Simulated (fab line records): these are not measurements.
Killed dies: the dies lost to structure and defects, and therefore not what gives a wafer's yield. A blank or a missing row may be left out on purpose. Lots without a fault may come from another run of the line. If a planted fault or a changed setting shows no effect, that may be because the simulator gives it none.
Which tool did it? | flow gf180mcu | 24 lots, 72 wafers sampled, at 6 steps of a route of 602

## WHAT THE GAUGES READ, wafer by wafer
GF_M2_OVL_MEAS_15.
lot  | measured     | on         | M2_OVL (nm)
L074 | day 18 16:59 | overlay-02 | -1 3 -1
L075 | day 19 03:56 | overlay-01 | 5 5 1
L076 | day 19 15:10 | overlay-02 | -6 -1 4
L077 | day 20 02:39 | overlay-02 | 2 -1 0
L078 | day 20 14:11 | overlay-02 | 2 3 0
L079 | day 20 18:33 | overlay-02 | 2 -1 -2
L080 | day 21 06:38 | overlay-02 | -11 -15 -13
L082 | day 21 23:39 | overlay-02 | -3 -4 0
L081 | day 22 05:02 | overlay-01 | -1 0 2
L083 | day 22 12:59 | overlay-01 | -3 -5 -3
L084 | day 23 17:23 | overlay-02 | -10 -8 -8
L085 | day 24 02:12 | overlay-01 | 1 10 7
L087 | day 24 05:50 | overlay-01 | -3 -7 -5
L086 | day 24 07:48 | overlay-02 | -4 -6 -3
L089 | day 25 00:11 | overlay-01 | 3 8 8
L088 | day 25 06:13 | overlay-02 | 4 2 3
L091 | day 25 11:15 | overlay-01 | 1 -7 -1
L090 | day 25 13:08 | overlay-01 | -3 -2 -4
L092 | day 25 16:15 | overlay-02 | 3 4 -2
L094 | day 25 23:59 | overlay-01 | 4 1 1
L093 | day 26 06:54 | overlay-01 | -4 -3 -1
L095 | day 26 13:27 | overlay-02 | -2 4 2
L096 | day 26 19:12 | overlay-02 | 2 2 5
L097 | day 27 01:06 | overlay-02 | -2 -5 -2

GF_V3_BOW_MEAS_05.
lot  | measured     | on            | V3_BOW (um)
L074 | day 20 22:28 | film_metro-01 | 110 117 101
L075 | day 21 07:59 | film_metro-02 | 123 117 118
L076 | day 21 19:26 | film_metro-02 | 124 130 136
L077 | day 22 07:32 | film_metro-01 | 115 129 123
L078 | day 22 18:08 | film_metro-03 | 127 109 119
L079 | day 22 22:21 | film_metro-03 | 126 134 133
L080 | day 23 10:23 | film_metro-02 | 117 112 112
L082 | day 24 02:06 | film_metro-02 | 116 122 111
L081 | day 24 07:22 | film_metro-03 | 129 130 123
L083 | day 24 14:54 | film_metro-03 | 116 114 120
L084 | day 25 17:23 | film_metro-02 | 117 119 117
L085 | day 26 01:33 | film_metro-01 | 119 125 112
L087 | day 26 04:37 | film_metro-01 | 132 106 112
L086 | day 26 08:08 | film_metro-02 | 130 138 127
L089 | day 26 23:35 | film_metro-01 | 121 129 127
L088 | day 27 04:41 | film_metro-03 | 127 111 122
L091 | day 27 10:34 | film_metro-02 | 118 129 120
L090 | day 27 11:46 | film_metro-02 | 136 127 126
L092 | day 27 14:26 | film_metro-01 | 124 112 118
L094 | day 27 21:11 | film_metro-02 | 130 104 123
L093 | day 28 03:35 | film_metro-01 | 111 111 109
L095 | day 28 10:46 | film_metro-01 | 125 118 117
L096 | day 28 16:08 | film_metro-03 | 133 139 130
L097 | day 28 20:59 | film_metro-02 | 116 125 117

## TOOL THAT RAN EACH LOT (tool first, then ch and the chambers of the sampled wafers, then the start)
lot  | GF_HV_LDD_STRIP_22                   | GF_M1_SPUTTER_00             | GF_V1_STRIP_18                       | GF_V3_CMP_04
L074 | plasma_asher-01 ch 0,1, day 10 13:02 | pvd_sputter-04, day 15 17:17 | plasma_asher-01 ch 0,1, day 17 16:01 | cmp-01 ch 0,3, day 20 22:11
L075 | plasma_asher-02 ch 0,1, day 10 20:23 | pvd_sputter-02, day 16 03:04 | plasma_asher-01 ch 0, day 18 02:52   | cmp-01 ch 1,2,3, day 21 07:41
L076 | plasma_asher-04 ch 0,1, day 11 04:11 | pvd_sputter-01, day 16 12:16 | plasma_asher-01 ch 0,1, day 18 13:07 | cmp-02 ch 0,1,3, day 21 19:13
L077 | plasma_asher-02 ch 0,1, day 11 11:44 | pvd_sputter-02, day 16 23:01 | plasma_asher-03 ch 0,1, day 19 00:58 | cmp-02 ch 0,2,3, day 22 07:14
L078 | plasma_asher-02 ch 0,1, day 11 21:38 | pvd_sputter-01, day 17 10:52 | plasma_asher-01 ch 0,1, day 19 12:02 | cmp-02 ch 0,3, day 22 17:50
L079 | plasma_asher-04 ch 0,1, day 12 01:25 | pvd_sputter-04, day 17 13:43 | plasma_asher-01 ch 0,1, day 19 16:26 | cmp-02 ch 1,2,3, day 22 22:04
L080 | plasma_asher-02 ch 0,1, day 12 12:53 | pvd_sputter-02, day 18 05:19 | plasma_asher-01 ch 0,1, day 20 05:50 | cmp-01 ch 0,2,3, day 23 10:08
L082 | plasma_asher-02 ch 0,1, day 13 01:28 | pvd_sputter-02, day 18 21:13 | plasma_asher-04 ch 0,1, day 20 23:14 | cmp-02 ch 1,2,3, day 24 01:47
L081 | plasma_asher-02 ch 0,1, day 13 04:56 | pvd_sputter-04, day 19 01:46 | plasma_asher-04 ch 0,1, day 21 03:55 | cmp-02 ch 0,3, day 24 07:06
L083 | plasma_asher-04 ch 1, day 13 13:38   | pvd_sputter-02, day 19 10:38 | plasma_asher-03 ch 0,1, day 21 12:13 | cmp-02 ch 2,3, day 24 14:36
L084 | plasma_asher-01 ch 0,1, day 14 13:08 | pvd_sputter-04, day 20 15:13 | plasma_asher-03 ch 0,1, day 22 16:32 | cmp-01 ch 1,2,3, day 25 17:08
L085 | plasma_asher-04 ch 0,1, day 14 23:49 | pvd_sputter-01, day 21 01:37 | plasma_asher-03 ch 0,1, day 23 01:46 | cmp-02 ch 0,2,3, day 26 01:21
L087 | plasma_asher-01 ch 0,1, day 15 01:52 | pvd_sputter-01, day 21 05:42 | plasma_asher-03 ch 1, day 23 06:22   | cmp-01 ch 0,1,3, day 26 04:22
L086 | plasma_asher-02 ch 0,1, day 15 03:41 | pvd_sputter-01, day 21 06:52 | plasma_asher-04 ch 0,1, day 23 07:38 | cmp-02 ch 1,2, day 26 07:52
L089 | plasma_asher-04 ch 0,1, day 15 21:28 | pvd_sputter-02, day 22 00:41 | plasma_asher-03 ch 0,1, day 24 00:47 | cmp-01 ch 0,2,3, day 26 23:20
L088 | plasma_asher-02 ch 0,1, day 16 01:13 | pvd_sputter-04, day 22 07:50 | plasma_asher-03 ch 0,1, day 24 06:47 | cmp-01 ch 0,1, day 27 04:20
L091 | plasma_asher-04 ch 0,1, day 16 08:01 | pvd_sputter-01, day 22 13:14 | plasma_asher-04 ch 0,1, day 24 12:07 | cmp-02 ch 0,1,3, day 27 10:21
L090 | plasma_asher-02 ch 0,1, day 16 09:08 | pvd_sputter-02, day 22 14:52 | plasma_asher-01 ch 0,1, day 24 13:53 | cmp-01 ch 1,2,3, day 27 11:34
L092 | plasma_asher-01 ch 0,1, day 16 14:19 | pvd_sputter-02, day 22 19:13 | plasma_asher-03 ch 0,1, day 24 18:16 | cmp-01 ch 0,1,3, day 27 14:14
L094 | plasma_asher-02 ch 0,1, day 16 23:13 | pvd_sputter-01, day 23 02:44 | plasma_asher-03 ch 0,1, day 25 01:07 | cmp-01 ch 0,2,3, day 27 20:53
L093 | plasma_asher-01 ch 0,1, day 17 04:47 | pvd_sputter-04, day 23 09:52 | plasma_asher-04 ch 0,1, day 25 07:52 | cmp-01 ch 0,1,3, day 28 03:17
L095 | plasma_asher-04 ch 1, day 17 11:50   | pvd_sputter-01, day 23 17:38 | plasma_asher-04 ch 0,1, day 25 15:16 | cmp-01 ch 0,1,3, day 28 10:28
L096 | plasma_asher-01 ch 0,1, day 17 17:07 | pvd_sputter-01, day 23 23:17 | plasma_asher-03 ch 0,1, day 25 20:50 | cmp-02 ch 0,2, day 28 15:49
L097 | plasma_asher-01 ch 0,1, day 18 00:43 | pvd_sputter-02, day 24 05:40 | plasma_asher-03 ch 0,1, day 26 02:53 | cmp-01 ch 0,2,3, day 28 20:47
- GF_HV_LDD_STRIP_22: strips in O2/N2.
- GF_M1_SPUTTER_00: material Ti, target thk 37.5 nm, time 150 s.
- GF_V1_STRIP_18: strips in O2/N2.
- GF_V3_CMP_04: polishes SiO2.

## AS READ BY THE TOOLS THEMSELVES (means over the sampled wafers that have a number; for cases with no such wafer, the mark the record gives instead)
GF_HV_LDD_STRIP_22.
lot  | tool            | drypump_motor_current_A (A) | heater_power_w (W) | oes_product_au (a.u.) | strip_time_to_endpoint_s (s)
L074 | plasma_asher-01 | 5.49                        | 335                | 0.713                 | 12.59
L075 | plasma_asher-02 | 5.64                        | 339                | 0.713                 | 12.61
L076 | plasma_asher-04 | 5.40                        | 322                | 0.715                 | 12.68
L077 | plasma_asher-02 | 5.63                        | 344                | 0.723                 | 12.64
L078 | plasma_asher-02 | 5.63                        | 337                | 0.716                 | 12.58
L079 | plasma_asher-04 | 5.53                        | 324                | 0.718                 | 12.63
L080 | plasma_asher-02 | 5.62                        | 342                | 0.714                 | 12.62
L082 | plasma_asher-02 | 5.63                        | 346                | 0.713                 | 12.65
L081 | plasma_asher-02 | 5.62                        | 343                | 0.716                 | 12.66
L083 | plasma_asher-04 | 5.72                        | 319                | 0.717                 | 12.64
L084 | plasma_asher-01 | 5.49                        | 351                | 0.717                 | 12.59
L085 | plasma_asher-04 | 5.54                        | 324                | 0.714                 | 12.62
L087 | plasma_asher-01 | 5.49                        | 357                | 0.714                 | 12.58
L086 | plasma_asher-02 | 5.64                        | 344                | 0.717                 | 12.65
L089 | plasma_asher-04 | 5.43                        | 325                | 0.720                 | 12.63
L088 | plasma_asher-02 | 5.62                        | 342                | 0.716                 | 12.68
L091 | plasma_asher-04 | 5.54                        | 328                | 0.716                 | 12.60
L090 | plasma_asher-02 | 5.58                        | 347                | 0.718                 | 12.68
L092 | plasma_asher-01 | 5.51                        | 355                | 0.718                 | 12.63
L094 | plasma_asher-02 | 5.63                        | 341                | 0.716                 | 12.63
L093 | plasma_asher-01 | 5.52                        | 336                | 0.715                 | 12.63
L095 | plasma_asher-04 | 5.71                        | 324                | 0.715                 | 12.60
L096 | plasma_asher-01 | 5.50                        | 352                | 0.712                 | 12.63
L097 | plasma_asher-01 | 5.47                        | 351                | 0.715                 | 12.67

GF_M1_SPUTTER_00.
lot  | tool           | throttle_valve_pct (%)
L074 | pvd_sputter-04 | 30.0
L075 | pvd_sputter-02 | 29.1
L076 | pvd_sputter-01 | 29.8
L077 | pvd_sputter-02 | 29.4
L078 | pvd_sputter-01 | 30.2
L079 | pvd_sputter-04 | 30.5
L080 | pvd_sputter-02 | 29.9
L082 | pvd_sputter-02 | 29.2
L081 | pvd_sputter-04 | 30.1
L083 | pvd_sputter-02 | 29.9
L084 | pvd_sputter-04 | 30.0
L085 | pvd_sputter-01 | 30.4
L087 | pvd_sputter-01 | 30.5
L086 | pvd_sputter-01 | 30.2
L089 | pvd_sputter-02 | 30.6
L088 | pvd_sputter-04 | 29.7
L091 | pvd_sputter-01 | 30.2
L090 | pvd_sputter-02 | 29.1
L092 | pvd_sputter-02 | 29.6
L094 | pvd_sputter-01 | 30.4
L093 | pvd_sputter-04 | 29.6
L095 | pvd_sputter-01 | 29.4
L096 | pvd_sputter-01 | 30.4
L097 | pvd_sputter-02 | 29.7

GF_V1_STRIP_18.
lot  | tool            | drypump_motor_current_A (A) | heater_power_w (W) | oes_product_au (a.u.)
L074 | plasma_asher-01 | 5.5                         | 342                | 0.590
L075 | plasma_asher-01 | 5.5                         | 316                | 0.592
L076 | plasma_asher-01 | 5.5                         | 334                | 0.592
L077 | plasma_asher-03 | 5.9                         | 300                | 0.590
L078 | plasma_asher-01 | 5.5                         | 355                | 0.593
L079 | plasma_asher-01 | 5.4                         | 330                | 0.593
L080 | plasma_asher-01 | 5.4                         | 334                | 0.591
L082 | plasma_asher-04 | 5.4                         | 322                | 0.591
L081 | plasma_asher-04 | 5.4                         | 322                | 0.592
L083 | plasma_asher-03 | 5.9                         | 296                | 0.588
L084 | plasma_asher-03 | 5.9                         | 298                | 0.588
L085 | plasma_asher-03 | 5.9                         | 294                | 0.590
L087 | plasma_asher-03 | 5.5                         | 297                | 0.596
L086 | plasma_asher-04 | 5.4                         | 327                | 0.594
L089 | plasma_asher-03 | 5.9                         | 299                | 0.591
L088 | plasma_asher-03 | 5.9                         | 300                | 0.589
L091 | plasma_asher-04 | 5.4                         | 325                | 0.586
L090 | plasma_asher-01 | 5.5                         | 350                | 0.588
L092 | plasma_asher-03 | 5.9                         | 295                | 0.594
L094 | plasma_asher-03 | 6.3                         | 304                | 0.597
L093 | plasma_asher-04 | 5.4                         | 323                | 0.593
L095 | plasma_asher-04 | 5.6                         | 317                | 0.586
L096 | plasma_asher-03 | 5.9                         | 295                | 0.585
L097 | plasma_asher-03 | 5.9                         | 298                | 0.598

GF_V3_CMP_04.
lot  | tool   | motor_current_A (A) | retaining_ring_pressure_frac | time_to_endpoint_s (s)
L074 | cmp-01 | 11.0                | 1.002                        | 77
L075 | cmp-01 | 12.0                | 1.002                        | 87
L076 | cmp-02 | 12.1                | 1.002                        | 75
L077 | cmp-02 | 10.4                | 1.005                        | 78
L078 | cmp-02 | 11.1                | 0.998                        | 81
L079 | cmp-02 | 11.3                | 1.001                        | 81
L080 | cmp-01 | 10.7                | 1.003                        | 79
L082 | cmp-02 | 11.4                | 0.997                        | 73
L081 | cmp-02 | 11.4                | 1.003                        | 82
L083 | cmp-02 | 11.1                | 0.999                        | 81
L084 | cmp-01 | 11.5                | 0.995                        | 80
L085 | cmp-02 | 10.8                | 1.006                        | 77
L087 | cmp-01 | 11.5                | 0.995                        | 85
L086 | cmp-02 | 10.7                | 1.002                        | 75
L089 | cmp-01 | 10.5                | 1.005                        | 81
L088 | cmp-01 | 12.2                | 0.998                        | 90
L091 | cmp-02 | 11.8                | 1.002                        | 82
L090 | cmp-01 | 11.8                | 1.005                        | 81
L092 | cmp-01 | 11.4                | 1.002                        | 85
L094 | cmp-01 | 11.0                | 0.996                        | 83
L093 | cmp-01 | 11.8                | 1.002                        | 84
L095 | cmp-01 | 11.6                | 1.004                        | 81
L096 | cmp-02 | 10.9                | 1.002                        | 76
L097 | cmp-01 | 11.2                | 1.001                        | 82

## THE ANSWER, worked out from the rows above alone
Rule: the usual values come from the lots themselves. Put in order of their means at a reading, lots are off if they are a third of the lots or fewer, leave a main group of 4 or more, and stand apart from it by a gap of 3 or more times the standard deviation of the main group's means; of several such gaps the widest counts. Not used: any main group whose means are identical at the precision the tables above print for the reading. Also off: a lot with no number at a reading for which 4 or more lots have one. Where the step has rows for the other lots, those lots are counted as sound. First the gauges in route order, then the tools' own readings, where a lot's mean is used as printed above. The first step at which some lot is off is used, and at that step the reading that is off furthest; a lot without a number counts as furthest.
No lot is off on any of the readings shown, so nothing can be concluded from this.

## WHAT WAS PUT IN BY THE SIMULATOR
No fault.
